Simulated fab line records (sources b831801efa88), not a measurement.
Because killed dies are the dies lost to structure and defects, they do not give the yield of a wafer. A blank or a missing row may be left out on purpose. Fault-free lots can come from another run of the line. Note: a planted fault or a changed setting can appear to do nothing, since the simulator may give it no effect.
Which tool is to blame? || flow gf180mcu || 6 lots, 18 wafers sampled, at 3 steps of a route of 602

== WHAT THE GAUGES READ, wafer by wafer ==
GF_HV_LDD_THK_MEAS_57.
{"lot": "L457", "measured": "day 12 19:32", "on": "film-metro-04", "HV_LDD_CVD_56_THK (nm)": "90.2 90.2 89.9"}
{"lot": "L459", "measured": "day 13 11:02", "on": "film-metro-01", "HV_LDD_CVD_56_THK (nm)": "90.2 90.0 89.8"}
{"lot": "L468", "measured": "day 16 16:47", "on": "film-metro-04", "HV_LDD_CVD_56_THK (nm)": "80.7 80.7 79.9 80.7 80.7 79.9"}
{"lot": "L471", "measured": "day 17 16:40", "on": "film-metro-04", "HV_LDD_CVD_56_THK (nm)": "87.8 88.2 88.7"}
{"lot": "L473", "measured": "day 18 04:09", "on": "film-metro-03", "HV_LDD_CVD_56_THK (nm)": "89.9 89.1 89.5"}
{"lot": "L479", "measured": "day 20 13:41", "on": "film-metro-04", "HV_LDD_CVD_56_THK (nm)": "90.8 90.4 90.9"}

== EACH LOT AND THE TOOL THAT RAN IT (in order: tool; ch and the chambers of the sampled wafers; start) ==
{"lot": "L457", "GF_STI_CMP_25": "cmp-02 ch 1,2,3, day 2 08:27", "GF_HV_LDD_CVD_56": "lpcvd-02 ch 1, day 12 18:06"}
{"lot": "L459", "GF_STI_CMP_25": "cmp-01 ch 0,1, day 2 19:10", "GF_HV_LDD_CVD_56": "lpcvd-02 ch 0, day 13 09:37"}
{"lot": "L468", "GF_STI_CMP_25": "cmp-01 ch 0,2,3, day 4 18:26", "GF_HV_LDD_CVD_56": "lpcvd-01 ch 0, day 16 15:21"}
{"lot": "L471", "GF_STI_CMP_25": "cmp-01 ch 1,2,3, day 5 09:04", "GF_HV_LDD_CVD_56": "lpcvd-02 ch 1, day 17 15:14"}
{"lot": "L473", "GF_STI_CMP_25": "cmp-02 ch 0,2,3, day 5 19:15", "GF_HV_LDD_CVD_56": "lpcvd-02 ch 1, day 18 02:43"}
{"lot": "L479", "GF_STI_CMP_25": "cmp-02 ch 1,2, day 7 01:49", "GF_HV_LDD_CVD_56": "lpcvd-01 ch 0, day 20 10:29"}
- GF_STI_CMP_25: polishes, stops on Si3N4, t overpolish 33 s, target thk 524.6 nm.
- GF_HV_LDD_CVD_56: deposits Si3N4 from DCS/NH3, target thk 90 nm, time 1543 s.

== THE ANSWER, worked out from the rows above alone ==
Rule: what is usual is taken from the lots themselves. The widest of any qualifying gaps counts: lots, ordered by their means at a reading, are off when they make up no more than a third of the lots, leave a main group of 4 or more, and stand apart from it by 3 or more times the standard deviation of that group's means. Not used: any main group whose means are identical at the precision the tables above print for the reading. Also off: a lot with no number at a reading for which 4 or more lots have one. Where the step has rows for the other lots, those lots are counted as sound.
Off: at GF_HV_LDD_THK_MEAS_57 (HV_LDD_CVD_56_THK), L468. Mean 89.7 nm and standard deviation 0.83 in the main group.
If a tool, at a process step before that reading, ran all the lots that are off and no sound lot after the first of them, it fits. Those tools and the gauges at GF_HV_LDD_THK_MEAS_57 are tried in the same way. No candidate that was tried fits.

== WHAT THE SIMULATOR HAD PUT IN ==
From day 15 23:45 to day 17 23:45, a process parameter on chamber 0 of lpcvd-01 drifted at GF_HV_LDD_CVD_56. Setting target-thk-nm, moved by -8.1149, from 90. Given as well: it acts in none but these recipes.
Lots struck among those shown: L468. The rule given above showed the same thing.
